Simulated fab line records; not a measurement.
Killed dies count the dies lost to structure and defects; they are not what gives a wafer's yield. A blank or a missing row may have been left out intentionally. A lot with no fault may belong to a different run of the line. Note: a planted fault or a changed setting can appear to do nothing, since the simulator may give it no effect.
A lot that was struck, set against a sound lot ; flow sfq line ; 15 steps out of a route of 325
Sound: wafers L109.2, L109.4, L109.6. The struck wafers were L105.3, L105.5, L105.6. Last of all comes the cause.
Order at every step that has rows: each side's tool, ch and its chambers, its first start. Under that, the readings that differ: sound wafers ; struck wafers ; difference of the means ; sigmas: that difference in standard deviations of wafers without a fault.
alike: readings whose means differ by less than 2 such deviations, and words and numbers that are the same on both sides. not compared: withheld readings, readings that some wafer has no value for, bounds like >300 that may hide the same value, and numbers for which the record gives no deviation and whose values overlap.
The two part at a step that has a row with sigmas, a row that says differs or no value, or rows on one side only. When numbers do not overlap yet have no deviation, they are printed without sigmas and do not part them. A reading that every wafer of one side lacks parts them only if that side has two wafers or more.

SFQ_TRILAYER_L0_BARC_OPEN_METAL_ETCH_010: etches BARC in O2, target depth 125 nm, time 41.7 s.
  sound on rie metal-04 ch 0,1, day 7 14:22; struck on rie metal-02 ch 0,1, day 6 16:52
  alike: drypump motor current A, he backside leak sccm, oes product au
  not compared: rf hours counter h
SFQ_TRILAYER_L0_ETCH_METAL_ETCH_008: etches MoNx KI in SF6/O2, stops on SiO2, target depth 50 nm, time 25 s.
  sound on rie metal-04 ch 0,1, day 7 14:25; struck on rie metal-02 ch 0,1, day 6 16:55
  alike: drypump motor current A, he backside leak sccm, oes product au
  not compared: rf hours counter h
SFQ_TRILAYER_L0_STRIP_STRIP_009: strips in O2.
  sound on rie metal-04 ch 0,1, day 7 14:28; struck on rie metal-02 ch 0,1, day 6 17:09
  alike: drypump motor current A, he backside leak sccm, oes product au
  not compared: rf hours counter h
then, 1 step without rows for these wafers: SFQ_TRILAYER_L0_STRIP_SOLV_CLEAN_010 (cleans in NMP, time 600 s).
SFQ_TRILAYER_L0_CAP_PECVD_011: deposits SiO2 from SiH4/N2O, time 13.333 s, target thk 60 nm.
  sound on pecvd-02 ch 0,1,2, day 7 15:14; struck on pecvd-01 ch 1,2, day 6 17:44
  alike: heater power outer w, heater power w, throttle valve pct
then, 6 steps without rows for these wafers: SFQ_TRILAYER_L0_VIA_LITHO_COAT_018 (resist thk 62 nm); SFQ_TRILAYER_L0_VIA_LITHO_COAT_013 (resist thk 650 nm); SFQ_TRILAYER_L0_VIA_LITHO_SOFTBAKE_017; SFQ_TRILAYER_L0_VIA_LITHO_EXPOSE_014 (exposes mask L0V, target cd 700 nm); SFQ_TRILAYER_L0_VIA_LITHO_PEB_016 (peb time 60 s); SFQ_TRILAYER_L0_VIA_LITHO_DEVELOP_015 (time 60 s).
-- the record jumps here: 4 days lie between the struck wafers' starts before and after --
SFQ_L0V_OVL_MEAS_903:
  sound: overlay-02 at day 12 00:17; struck: overlay-02 at day 11 00:13
  alike: L0V_OVL
SFQ_TRILAYER_L0_VIA_BARC_OPEN_VIA_ETCH_021: etches BARC in O2, target depth 125 nm, time 41.7 s.
  sound on rie diel-03 ch 0,1, day 12 00:19; struck on rie diel-04 ch 0,1,2, day 11 00:14
reading;sound;struck;difference;sigmas
model.KrF_of_TRILAYER_L0_VIA_LITHO_COAT_013.thk nm (nm);575.9 573.6 573.9;584.6 582.7 582.6;+8.8;
  alike: drypump motor current A, oes product au
  not compared: rf hours counter h
SFQ_TRILAYER_L0_VIA_ETCH_VIA_ETCH_016: etches SiO2 in CHF3, stops on MoNx KI, target depth 80 nm.
  sound on rie diel-03 ch 0,1, day 12 00:22; struck on rie diel-04 ch 0,1,2, day 11 00:16
reading;sound;struck;difference;sigmas
model.KrF_of_TRILAYER_L0_VIA_LITHO_COAT_013.thk nm (nm);561.8 559.5 559.7;571.1 569.4 568.7;+9.4;
  alike: drypump motor current A, oes product au
SFQ_TRILAYER_L0_VIA_STRIP_STRIP_017: strips in O2.
  sound on rie metal-01 ch 0,1, day 12 00:25; struck on rie metal-04 ch 0,1, day 11 00:31
  alike: drypump motor current A, he backside leak sccm, oes product au
  not compared: rf hours counter h

== WHERE THEY PART ==
Nowhere in this record.

WHY: whatever the simulator had introduced
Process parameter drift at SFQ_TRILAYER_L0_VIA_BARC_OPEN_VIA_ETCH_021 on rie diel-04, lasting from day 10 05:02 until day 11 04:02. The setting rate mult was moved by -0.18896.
